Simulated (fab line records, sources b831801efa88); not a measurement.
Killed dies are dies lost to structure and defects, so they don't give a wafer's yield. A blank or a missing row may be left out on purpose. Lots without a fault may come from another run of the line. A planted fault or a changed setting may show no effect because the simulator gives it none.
Which tool did it? | flow gf180mcu | 12 lots, 36 wafers sampled, at 5 steps of a route of 602

WHAT THE GAUGES READ, wafer by wafer
GF_M4_CD_MEAS_14: target cd 280 nm.
lot  | measured     | on        | cd_nm (nm)
L805 | day 23 09:11 | cd_sem-02 | 279.0 277.4 278.7
L808 | day 24 09:14 | cd_sem-02 | 281.9 281.6 281.2
L809 | day 24 17:40 | cd_sem-01 | 279.7 279.2 280.0
L810 | day 25 12:02 | cd_sem-02 | 280.1 279.8 279.7
L811 | day 25 12:23 | cd_sem-01 | 280.4 280.2 281.4
L814 | day 26 11:25 | cd_sem-02 | 278.9 279.7 279.7
L815 | day 26 19:28 | cd_sem-02 | 279.2 280.2 279.5
L824 | day 29 20:20 | cd_sem-02 | 280.6 280.2 279.0
L825 | day 29 22:54 | cd_sem-01 | 280.7 280.2 280.5
L827 | day 30 07:38 | cd_sem-02 | 281.6 279.1 279.9
L826 | day 30 08:56 | cd_sem-01 | 280.1 280.2 279.2
L828 | day 30 13:43 | cd_sem-02 | 280.8 280.9 280.5

GF_MIM_THK_MEAS_06.
lot  | measured     | on            | MIM_CVD_05_THK (nm)
L805 | day 24 10:20 | film_metro-02 | 40.6 40.9 40.8
L808 | day 25 10:23 | film_metro-03 | 41.7 42.0 42.5
L809 | day 25 17:55 | film_metro-02 | 41.1 41.8 41.8
L810 | day 26 12:15 | film_metro-02 | 41.1 41.9 41.9
L811 | day 26 13:25 | film_metro-02 | 40.8 41.5 42.7
L814 | day 27 11:44 | film_metro-03 | 45.0 45.5 45.9 45.0 45.6 45.9
L815 | day 27 18:51 | film_metro-01 | 45.4 41.6 45.5 45.4 41.7 45.5
L824 | day 30 18:03 | film_metro-02 | 41.3 42.4 42.6
L825 | day 30 20:39 | film_metro-02 | 41.1 42.3 41.4
L827 | day 31 05:20 | film_metro-01 | 42.3 42.3 42.5
L826 | day 31 06:02 | film_metro-03 | 42.0 42.2 42.1
L828 | day 31 10:51 | film_metro-03 | 40.9 41.7 41.6

WHICH TOOL RAN EACH LOT (tool, then ch and the chambers of the sampled wafers, then the start)
lot  | GF_M4_SPUTTER_03             | GF_V4_ETCH_16                      | GF_MIM_CVD_05
L805 | pvd_sputter-02, day 22 10:29 | rie_diel-01 ch 1,2,3, day 24 08:44 | pecvd-04 ch 1,2, day 24 10:19
L808 | pvd_sputter-01, day 23 11:14 | rie_diel-03 ch 1,2, day 25 08:46   | pecvd-03 ch 0,1,2, day 25 10:21
L809 | pvd_sputter-03, day 23 19:32 | rie_diel-01 ch 0,1,2, day 25 16:18 | pecvd-03 ch 0,1,2, day 25 17:52
L810 | pvd_sputter-01, day 24 14:24 | rie_diel-01 ch 0,2, day 26 10:36   | pecvd-04 ch 1,2, day 26 12:13
L811 | pvd_sputter-02, day 24 14:43 | rie_diel-04 ch 2,3, day 26 11:46   | pecvd-01 ch 1,2, day 26 13:23
L814 | pvd_sputter-03, day 25 14:27 | rie_diel-03 ch 0,1,3, day 27 10:06 | pecvd-03 ch 0,1, day 27 11:42
L815 | pvd_sputter-03, day 25 22:46 | rie_diel-03 ch 1,3, day 27 17:15   | pecvd-03 ch 1,2, day 27 18:49
L824 | pvd_sputter-01, day 29 02:08 | rie_diel-04 ch 0,1,2, day 30 16:24 | pecvd-01 ch 0,1,2, day 30 18:00
L825 | pvd_sputter-01, day 29 03:47 | rie_diel-04 ch 0,2,3, day 30 19:01 | pecvd-04 ch 0,1, day 30 20:36
L827 | pvd_sputter-03, day 29 12:58 | rie_diel-01 ch 0,3, day 31 03:43   | pecvd-01 ch 0,2, day 31 05:18
L826 | pvd_sputter-01, day 29 14:32 | rie_diel-03 ch 2,3, day 31 04:25   | pecvd-04 ch 1,2, day 31 06:00
L828 | pvd_sputter-02, day 29 18:48 | rie_diel-04 ch 1,2, day 31 09:14   | pecvd-03 ch 0,1,2, day 31 10:49
- GF_M4_SPUTTER_03: material Ti, target thk 10 nm, time 6.7 s.
- GF_V4_ETCH_16: etches BARC in N2/H2.
- GF_MIM_CVD_05: deposits Si3N4, target thk 42 nm, time 29.086 s.

WHAT THE TOOLS THEMSELVES READ (means of the sampled wafers that have a number; where no wafer has one, the mark that the record gives instead)
GF_M4_SPUTTER_03.
lot  | tool           | chamber_pressure_pa (Pa) | throttle_valve_pct (%)
L805 | pvd_sputter-02 | 0.2998                   | 30.0
L808 | pvd_sputter-01 | 0.2998                   | 29.8
L809 | pvd_sputter-03 | 0.3003                   | 30.7
L810 | pvd_sputter-01 | 0.2994                   | 30.1
L811 | pvd_sputter-02 | 0.2991                   | 30.0
L814 | pvd_sputter-03 | 0.3007                   | 30.7
L815 | pvd_sputter-03 | 0.2997                   | 30.7
L824 | pvd_sputter-01 | 0.2997                   | 30.0
L825 | pvd_sputter-01 | 0.2997                   | 30.3
L827 | pvd_sputter-03 | 0.2998                   | 30.9
L826 | pvd_sputter-01 | 0.2993                   | 31.5
L828 | pvd_sputter-02 | 0.2996                   | 29.5

GF_V4_ETCH_16.
lot  | tool        | drypump_motor_current_A (A) | oes_product_au (a.u.) | throttle_valve_pct (%)
L805 | rie_diel-01 | 5.7                         | 0.852                 | 13.232
L808 | rie_diel-03 | 5.2                         | 0.852                 | 13.220
L809 | rie_diel-01 | 5.8                         | 0.852                 | 13.227
L810 | rie_diel-01 | 5.4                         | 0.851                 | 13.222
L811 | rie_diel-04 | 6.0                         | 0.851                 | 13.223
L814 | rie_diel-03 | 5.6                         | 0.854                 | 13.226
L815 | rie_diel-03 | 5.1                         | 0.852                 | 13.222
L824 | rie_diel-04 | 6.1                         | 0.852                 | 13.231
L825 | rie_diel-04 | 6.1                         | 0.855                 | 13.228
L827 | rie_diel-01 | 6.0                         | 0.852                 | 13.218
L826 | rie_diel-03 | 5.6                         | 0.853                 | 13.228
L828 | rie_diel-04 | 5.9                         | 0.860                 | 13.224

GF_MIM_CVD_05.
lot  | tool     | heater_power_w (W)
L805 | pecvd-04 | 630
L808 | pecvd-03 | 524
L809 | pecvd-03 | 525
L810 | pecvd-04 | 624
L811 | pecvd-01 | 669
L814 | pecvd-03 | 476
L815 | pecvd-03 | 544
L824 | pecvd-01 | 699
L825 | pecvd-04 | 638
L827 | pecvd-01 | 710
L826 | pecvd-04 | 692
L828 | pecvd-03 | 545

THE ANSWER, worked out from the rows above alone
Rule: what is usual is taken from the lots themselves. Put in order of their means at a reading, lots are off if they are a third of the lots or fewer, leave a main group of 4 or more, and stand apart from it by a gap of 3 or more times the standard deviation of the main group's means; of several such gaps the widest counts. A main group whose means are all the same, to the digits that the tables above print for the reading, isn't used. A lot without any number at a reading at which 4 lots or more have one is off too. The other lots that the step has rows for count as sound. The gauges are gone through in route order, then the tools' own readings, and for those a lot's mean is taken as printed above. The first step at which some lot is off is used, and at that step the reading that is off furthest; a lot without a number counts as furthest.
Off: L814, L815, at GF_MIM_THK_MEAS_06 (MIM_CVD_05_THK). The main group: mean 41.7 nm, standard deviation 0.43.
A tool fits if, at a process step before that reading, it ran every lot that is off, and no sound lot after the first of them. The gauges at GF_MIM_THK_MEAS_06 are tried like those tools. None of those tried fits.

WHAT THE SIMULATOR HAD PUT IN
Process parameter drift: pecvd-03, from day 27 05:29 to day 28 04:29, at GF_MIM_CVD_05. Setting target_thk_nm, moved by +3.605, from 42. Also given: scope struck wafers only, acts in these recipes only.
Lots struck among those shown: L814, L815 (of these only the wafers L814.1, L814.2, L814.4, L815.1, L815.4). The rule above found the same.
